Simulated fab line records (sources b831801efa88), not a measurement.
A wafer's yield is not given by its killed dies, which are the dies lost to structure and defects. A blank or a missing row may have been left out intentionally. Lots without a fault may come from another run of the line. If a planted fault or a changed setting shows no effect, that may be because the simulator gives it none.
A lot that was struck, set against a sound lot :: flow sky130 :: 15 out of 708 route steps
Sound: these wafers, L798.1, L798.2, L798.5. Struck: wafer L802.1. (L802.3, L802.6 of the same lot were not struck and are left out.) The cause comes at the end.
At each step with rows: each side's tool, then ch and its chambers, then its first start. Under that, the readings that differ: sound wafers :: struck wafers :: difference of the means :: sigmas: that difference in standard deviations of wafers without a fault.
alike: words and numbers the same on both sides, and readings whose means are apart by under 2 such deviations; not compared: readings that were withheld, readings missing a value for some wafer, numbers with overlapping values and no deviation given by the record, and bounds like >300 which may hide the same value.
The two part at a step that has a row with sigmas, a row that says differs or no value, or rows on one side only. When numbers do not overlap yet have no deviation, they are printed without sigmas and do not part them. A reading missing from all wafers of one side parts the sides only when that side holds two or more wafers.

SKY_VIA1_BOW_MEAS_03:
  struck on film-metro-04, day 37 12:38; sound on film-metro-01, day 36 07:48
  alike: VIA1_BOW
then, 8 steps without rows for these wafers: SKY_VIA1_DEHYDRATE_04 (time 60 s); SKY_VIA1_HMDS_05 (prime time 60 s); SKY_VIA1_COAT_06 (resist thk 60 nm); SKY_VIA1_COAT_07 (resist thk 450 nm); SKY_VIA1_SOFTBAKE_08 (time 90 s); SKY_VIA1_EXPOSE_09 (exposes mask VIM, target cd 150 nm); SKY_VIA1_PEB_10; SKY_VIA1_DEVELOP_11 (develop time 60 s).
SKY_VIA1_CD_MEAS_12: target cd 150 nm.
  struck on cd-sem-01, day 38 13:37; sound on cd-sem-01, day 37 10:01
reading: cd-nm (nm)
sound: 150.2 151.5 150.9
struck: 154.5
difference: +3.6
sigmas: +2
SKY_VIA1_OVL_MEAS_13:
  struck on overlay-01, day 38 13:44; sound on overlay-01, day 37 10:08
  alike: VIA1_OVL
SKY_VIA1_ETCH_14: etches BARC in N2/H2, stops on SiO2, time 45.9 s, target depth 60 nm.
  sound on rie-diel-01 ch 0,2,3, day 37 10:10; struck on rie-diel-04 ch 3, day 38 13:46
reading: throttle-valve-pct (%)
sound: 13.232 13.233 13.216
struck: 13.208
difference: -0.019
sigmas: -2
  alike: chamber-pressure-mTorr, drypump-motor-current-A, n2-flow-sccm, oes-product-au, rf-fwd-power-W
  not compared: rf-hours-counter-h
SKY_VIA1_ETCH_15: etches SiO2 in C4F8/O2/Ar, stops on TiN, target depth 351 nm, time 54 s.
  sound on rie-diel-01 ch 0,2,3, day 37 10:13; struck on rie-diel-04 ch 3, day 38 13:49
reading: oes-product-au (a.u.)
sound: 0.990 0.980 0.965
struck: 0.949
difference: -0.029
sigmas: -4

reading: rf-fwd-power-W (W)
sound: 1480 1480 1488
struck: 1250
difference: -233
sigmas: -46

reading: model.VIA1.feature-depth-nm (nm)
sound: 344.7 344.8 335.1
struck: 325.2
difference: -16.3
sigmas: 

reading: model.etch.depth-nm (nm)
sound: 344.7 344.8 335.1
struck: 325.2
difference: -16.3
sigmas: 

reading: model.KrF-thick_of_VIA1_COAT_07.thk-nm (nm)
sound: 321.1 322.6 328.6
struck: 329
difference: +5
sigmas: 
  alike: chamber-pressure-mTorr
  not compared: rf-hours-counter-h
SKY_VIA1_STRIP_16: strips in O2/N2.
  sound on plasma-asher-04 ch 0,1, day 37 10:16; struck on plasma-asher-04 ch 0, day 38 13:52
reading: drypump-motor-current-A (A)
sound: 4.8 6.2 4.8
struck: 6.2
difference: +0.9
sigmas: +2
  alike: chamber-pressure-mTorr, n2-flow-sccm, oes-product-au, strip-time-to-endpoint-s
  not compared: rf-hours-counter-h
-- the record jumps here: 11 days lie between the struck wafers' starts before and after (it left off in module VIA1 and takes up again in module PAD_OPEN, whose first step shown is number 708 of the route) --
SKY_PAD_OPEN_PROBE_99:
  struck on prober-02, day 49 08:02; sound on prober-01, day 48 11:11
reading: defect-limited-yield (%)
sound: 81.1 84.6 85.6
struck: 76.8
difference: -7.0
sigmas: -4

reading: killed_at_M0_to_M3
sound: 46 31 38
struck: 65
difference: +27
sigmas: +4

reading: killed-dies
sound: 93 76 71
struck: 114
difference: +34
sigmas: +4

reading: model.etest.tester.sort_bin_8_pct (%)
sound: 0 0 0
struck: 8.178e-08
difference: +8.178e-08
sigmas: 

reading: model.etest.tester.sort_bin_4_pct (%)
sound: 0 0 0
struck: 1.218e-14
difference: +1.218e-14
sigmas: 
  alike: killed_at_M4_up, killed-at-contacts, killed-at-front-end, killed-at-other, killed-open, killed-short

## WHERE THEY PART
First at SKY_VIA1_CD_MEAS_12; last, within this record, at SKY_PAD_OPEN_PROBE_99.

WHY: what the simulator had put in
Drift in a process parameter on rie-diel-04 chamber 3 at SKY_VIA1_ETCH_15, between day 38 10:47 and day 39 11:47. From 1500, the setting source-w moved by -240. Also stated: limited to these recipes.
